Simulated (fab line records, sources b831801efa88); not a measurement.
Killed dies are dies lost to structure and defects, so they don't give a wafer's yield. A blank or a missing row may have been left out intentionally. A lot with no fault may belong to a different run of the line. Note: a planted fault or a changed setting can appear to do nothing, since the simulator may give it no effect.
Comparing a struck lot with a sound one    flow sky130    43 out of 708 route steps
Sound: the wafers L167.1, L167.3, L167.6. Struck: wafers L175.1, L175.3. (L175.4 of the same lot was not struck and is left out.) The cause comes at the end.
Order at every step that has rows: each side's tool, ch and its chambers, its first start. Under that, the readings that differ: sound wafers    struck wafers    difference of the means    sigmas: that difference in standard deviations of wafers without a fault.
alike: words and numbers the same on both sides, and readings whose means are apart by under 2 such deviations; not compared: readings that were withheld, readings missing a value for some wafer, numbers with overlapping values and no deviation given by the record, and bounds like >300 which may hide the same value.
A row with sigmas, a row that says differs or no value, or rows on one side alone: a step with any of these is where the two part. When numbers do not overlap yet have no deviation, they are printed without sigmas and do not part them. A reading that every wafer of one side lacks parts them only if that side has two wafers or more.

first, 2 steps without rows for these wafers: SKY_VIA3_CLEAN_18 (cleans in IPA, time 180 s); SKY_VIA3_CLEAN_19 (cleans in O3/DIW).
SKY_VIA3_SPUTTER_20: material TiN, target thk 20 nm, time 80 s.
  sound: pvd-sputter-02 at day 40 12:55; struck: pvd-sputter-02 at day 42 20:37
  alike: throttle-valve-pct
SKY_VIA3_CVD_21: deposits W, target thk 390 nm, time 117.31 s.
  sound on cvd-w-02 ch 0,1, day 40 12:58; struck on cvd-w-01 ch 0,1, day 42 20:41
  alike: heater-power-w
  not compared: since-wet-clean-h
SKY_VIA3_RS_MEAS_22: measurement is done with a four-point probe.
  sound: film-metro-02 at day 40 13:05; struck: film-metro-03 at day 42 20:48
  alike: VIA3_W_RS
SKY_VIA3_THK_MEAS_23: measures by xrf.
  sound: film-metro-02 at day 40 13:13; struck: film-metro-03 at day 42 20:55
  alike: VIA3_W_THK
then, 3 steps without rows for these wafers: SKY_VIA3_CMP_24 (polishes, stops on SiO2, t overpolish 20 s, target thk 0 nm); SKY_METAL4_SPUTTER_00 (material Ti, target thk 15 nm, time 10 s); SKY_METAL4_SPUTTER_01 (material TiN, target thk 20 nm, time 16.7 s).
SKY_METAL4_SPUTTER_02: material AlCu, target thk 735 nm, time 39.1 s.
  sound: pvd-sputter-04 at day 40 13:48; struck: pvd-sputter-03 at day 43 01:20
  alike: throttle-valve-pct
then, 2 steps without rows for these wafers: SKY_METAL4_SPUTTER_03 (material Ti, target thk 5 nm, time 3.3 s); SKY_METAL4_SPUTTER_04 (material TiN, target thk 70 nm, time 58.3 s).
SKY_CAP2M_CVD_00: deposits SiO2, target thk 15.5 nm.
  sound on pecvd-03 ch 0,1,2, day 40 13:54; struck on pecvd-01 ch 1,2, day 43 01:26
reading                                 sound              struck       difference  sigmas
model.SiO2_of_CAP2M_CVD_00.thk-nm (nm)  15.54 15.22 15.75  11.45 11.71  -3.92       
  alike: heater-power-w
SKY_CAP2M_THK_MEAS_01:
  sound: film-metro-04 at day 40 13:56; struck: film-metro-03 at day 43 01:45
reading                sound              struck       difference  sigmas
CAP2M_CVD_00_THK (nm)  15.47 15.25 15.77  11.44 11.69  -3.93       -19
  not compared: hold
SKY_CAP2M_RS_MEAS_03: measurement is done with a four-point probe.
  sound: film-metro-03 at day 40 14:05; struck: film-metro-03 at day 43 03:38
  alike: CAP2M_TIN_RS
SKY_CAP2M_THK_MEAS_04: measures by xrf.
  sound: film-metro-03 at day 40 14:13; struck: film-metro-03 at day 43 03:46
  alike: CAP2M_TIN_THK
then, 7 steps without rows for these wafers: SKY_CAP2M_DEHYDRATE_05 (time 60 s); SKY_CAP2M_HMDS_06 (prime time 60 s); SKY_CAP2M_COAT_07 (resist thk 1140 nm); SKY_CAP2M_SOFTBAKE_08 (time 60 s); SKY_CAP2M_EXPOSE_09 (exposes mask CAP2M, target cd 1000 nm); SKY_CAP2M_PEB_10; SKY_CAP2M_DEVELOP_11 (develop time 60 s).
SKY_CAP2M_OVL_MEAS_12:
  sound: overlay-02 at day 41 13:33; struck: overlay-01 at day 43 22:33
  alike: CAP2M_OVL
SKY_CAP2M_METAL_ETCH_13: etches TiN in Cl2/BCl3, stops on SiO2, target depth 220 nm, time 62.9 s.
  sound on rie-metal-04 ch 0,1, day 41 13:35; struck on rie-metal-04 ch 0,1, day 43 22:35
  alike: drypump-motor-current-A, oes-product-au, throttle-valve-pct
  not compared: rf-hours-counter-h
SKY_CAP2M_STRIP_14: strips in O2/N2.
  sound on plasma-asher-02 ch 0, day 41 13:41; struck on plasma-asher-04 ch 1, day 43 22:40
  alike: drypump-motor-current-A, n2-flow-sccm, oes-product-au, strip-time-to-endpoint-s
  not compared: rf-hours-counter-h
then, 11 steps without rows for these wafers: SKY_CAP2M_STRIP_15 (strips in post etch residue remover, time 1200 s); SKY_CAP2M_CLEAN_16 (cleans in IPA, time 180 s); SKY_CAP2M_CLEAN_17 (cleans in O3/DIW); SKY_METAL4_DEHYDRATE_05 (time 60 s); SKY_METAL4_HMDS_06 (prime time 60 s); SKY_METAL4_COAT_07 (resist thk 60 nm); SKY_METAL4_COAT_08 (resist thk 1140 nm); SKY_METAL4_SOFTBAKE_09 (time 90 s); SKY_METAL4_EXPOSE_10 (exposes mask MM4, target cd 300 nm); SKY_METAL4_PEB_11; SKY_METAL4_DEVELOP_12 (develop time 60 s).
SKY_METAL4_CD_MEAS_13: target cd 300 nm.
  sound: cd-sem-02 at day 42 13:20; struck: cd-sem-02 at day 44 20:15
  alike: cd-nm
SKY_METAL4_OVL_MEAS_14:
  sound: overlay-01 at day 42 13:28; struck: overlay-02 at day 44 20:24
  alike: METAL4_OVL
then, 2 steps without rows for these wafers: SKY_METAL4_DESCUM_15 (chemistry O2, time 8 s); SKY_METAL4_ETCH_16 (etches BARC in N2/H2, stops on SiO2, time 88.2 s, target depth 60 nm).
SKY_METAL4_ETCH_17: etches SiO2 in C4F8/O2/Ar, stops on TiN, time 3.9 s, target depth 15 nm.
  sound on rie-diel-01 ch 0,3, day 42 13:40; struck on rie-diel-03 ch 2,3, day 44 20:34
reading                   sound              struck       difference  sigmas
oes-product-au (a.u.)     0.753 0.738 0.764  0.651 0.661  -0.096      -14
model.etch.depth-nm (nm)  15.54 15.22 15.75  11.45 11.71  -3.92       
  not compared: rf-hours-counter-h
-- the record jumps here: 4 days lie between the struck wafers' starts before and after (it left off in module METAL4 and takes up again in module PAD_OPEN, whose first step shown is number 708 of the route) --
SKY_PAD_OPEN_PROBE_99:
  sound: prober-01 at day 46 09:06; struck: prober-02 at day 48 09:12
reading                                sound                 struck               difference  sigmas
defect-limited-yield (%)               78.3 79.9 80.1        83.9 83.3            +4.2        +2
killed-dies                            107 99 98             79 82                -21         -2
killed-open                            62 54 58              40 45                -16         -2
model.etest.tester.sort-n-pass         385 393 394           102 248              -216        
model.etest.tester.sort_bin_5_pct (%)  13.62 9.553 10.37     71.14 42.89          +45.83      
model.etest.tester.sort-yield-pct (%)  78.25 79.88 80.08     20.73 50.41          -43.83      
model.etest.cap-mim2.bv-v (V)          14.19 13.66 14.13     10.63 10.71          -3.32       
model.etest.cap-mim2.leak-log10-a-cm2  -9.043 -8.712 -9.071  -7.652 -7.702        +1.265      
model.etest.cap-mim2.c-ff-um2          2.351 2.374 2.307     3.18 3.086           +0.79       
model.etest.tester.sort_bin_8_pct (%)  0 0 0                 2.617e-05 1.032e-06  +1.360e-05  
  alike: killed_at_M0_to_M3, killed_at_M4_up, killed-at-contacts, killed-at-front-end, killed-at-other, killed-short
  not compared: model.etest.tester.sort_bin_4_pct

## WHERE THEY PART
First at SKY_CAP2M_THK_MEAS_01; last, within this record, at SKY_PAD_OPEN_PROBE_99.

WHY: what the simulator had put in
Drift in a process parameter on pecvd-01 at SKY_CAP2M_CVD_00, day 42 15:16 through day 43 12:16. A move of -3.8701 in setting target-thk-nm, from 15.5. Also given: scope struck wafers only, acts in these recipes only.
